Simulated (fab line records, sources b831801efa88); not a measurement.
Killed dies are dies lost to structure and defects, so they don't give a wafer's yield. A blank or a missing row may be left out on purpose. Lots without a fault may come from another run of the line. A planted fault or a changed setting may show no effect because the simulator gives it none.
A struck lot beside a sound one | flow sky130 | 15 steps out of a route of 708
Sound: wafers L203.1, L203.4, L203.6. Struck: wafer L210.4. (L210.2 of the same lot was not struck and is left out.) The cause comes at the end.
At each step with rows: each side's tool, then ch and its chambers, then its first start. Under that, the readings that differ: sound wafers | struck wafers | difference of the means | sigmas: that difference in standard deviations of wafers without a fault.
alike: readings whose means differ by less than 2 such deviations, and words and numbers that are the same on both sides. not compared: withheld readings, readings that some wafer has no value for, bounds like >300 that may hide the same value, and numbers for which the record gives no deviation and whose values overlap.
The two part at a step that has a row with sigmas, a row that says differs or no value, or rows on one side only. Numbers that don't overlap but have no deviation are shown without sigmas and don't part them. A reading that every wafer of one side lacks parts them only if that side has two wafers or more.

first, 8 steps without rows for these wafers: SKY_FIELD_ISO_DEHYDRATE_05 (time 60 s); SKY_FIELD_ISO_HMDS_06 (prime time 60 s); SKY_FIELD_ISO_COAT_07 (resist thk 60 nm); SKY_FIELD_ISO_COAT_08 (resist thk 450 nm); SKY_FIELD_ISO_SOFTBAKE_09 (time 90 s); SKY_FIELD_ISO_EXPOSE_10 (exposes mask FOM, target cd 150 nm); SKY_FIELD_ISO_PEB_11; SKY_FIELD_ISO_DEVELOP_12 (develop time 60 s).
SKY_FIELD_ISO_CD_MEAS_13: target cd 150 nm.
  sound on cd_sem-02, day 4 09:47; struck on cd_sem-02, day 5 23:31
  alike: cd_nm
SKY_FIELD_ISO_ETCH_14: etches BARC in N2/H2, stops on SiO2, time 45.9 s, target depth 60 nm.
  sound on rie_diel-02 ch 1,2,3, day 4 09:55; struck on rie_diel-02 ch 0, day 5 23:37
  alike: drypump_motor_current_A, n2_flow_sccm, oes_product_au, run_length_s, throttle_valve_pct
  not compared: rf_hours_counter_h
SKY_FIELD_ISO_ETCH_15: etches the open film in CHF3/O2, stops on Si, target depth 180 nm, time 72 s.
  sound on rie_diel-02 ch 1,2,3, day 4 09:58; struck on rie_diel-02 ch 0, day 5 23:40
  alike: drypump_motor_current_A, oes_product_au, run_length_s, throttle_valve_pct
  not compared: rf_hours_counter_h
SKY_FIELD_ISO_STRIP_16: strips in O2/N2.
  sound on plasma_asher-04 ch 1, day 4 10:01; struck on plasma_asher-04 ch 1, day 5 23:43
  alike: drypump_motor_current_A, n2_flow_sccm, o2_flow_sccm, oes_product_au, strip_time_to_endpoint_s
  not compared: rf_hours_counter_h
SKY_FIELD_ISO_ETCH_17: etches Si in HBr/Cl2/O2, target depth 342 nm, time 97.7 s.
  sound on rie_si-01 ch 0,1, day 4 10:07; struck on rie_si-01 ch 3, day 5 23:49
  reading                               | sound             | struck | difference | sigmas
  drypump_motor_current_A (A)           | 6.4 5.9 6.5       | 5.1    | -1.2       | -2
  run_length_s (s)                      | 125.6 125.7 126.1 | 118.6  | -7.2       | -16
  model.etch.depth_nm (nm)              | 347.7 336.2 348.2 | 317.7  | -26.3      |
  model.FIELD_ISO.feature_depth_nm (nm) | 347.7 336.2 348.2 | 317.7  | -26.3      |
  alike: mfc_cl2_sccm, oes_product_au, throttle_valve_pct
  not compared: rf_hours_counter_h
then, 1 step without rows for these wafers: SKY_FIELD_ISO_WET_ETCH_18 (etches Si3N4 in H3PO4, target depth 25 nm, time 286 s).
-- the record jumps here: 45 days lie between the struck wafers' starts before and after (it left off in module FIELD_ISO and takes up again in module PAD_OPEN, whose first step shown is number 708 of the route) --
SKY_PAD_OPEN_PROBE_99:
  sound on prober-02, day 49 04:50; struck on prober-01, day 50 19:19
  reading                                 | sound                         | struck    | difference | sigmas
  model.etest.res_p_drift_20v.line_ohm_um | 1.262e+04 1.164e+04 1.25e+04  | 1.041e+04 | -1.843e+03 |
  model.etest.res_p_drift_20v.rs_ohm_sq   | 1.042e+04 9870 1.059e+04      | 8709      | -1584      |
  model.etest.pfet_16v.r_on_ohm_um        | 1.534e+04 1.497e+04 1.551e+04 | 1.459e+04 | -6.833e+02 |
  model.etest.res_iso_pwell.rs_ohm_sq     | 3242 3009 3256                | 2569      | -600       |
  model.etest.res_iso_pwell.line_ohm_um   | 1228 1131 1239                | 965.6     | -233.7     |
  model.etest.res_nwell.line_ohm_um       | 1127 1095 1148                | 1059      | -64        |
  model.etest.res_nwell.rs_ohm_sq         | 946.2 917.6 946.8             | 876.4     | -60.5      |
  model.etest.pfet_16v.drive_ua_um        | 245.7 246.3 243.3             | 247.3     | +2.2       |
  alike: killed_at_M0_to_M3, killed_at_M4_up, killed_at_contacts, killed_at_front_end, killed_at_other, killed_dies, killed_open, killed_short

WHERE THEY PART
Only at SKY_FIELD_ISO_ETCH_17, within this record. Later steps at which nothing parts them and some readings are alike: SKY_PAD_OPEN_PROBE_99.

WHY: what the simulator had put in
Process parameter drift: rie_si-01, from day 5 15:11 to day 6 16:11, at SKY_FIELD_ISO_ETCH_17. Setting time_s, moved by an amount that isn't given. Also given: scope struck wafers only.
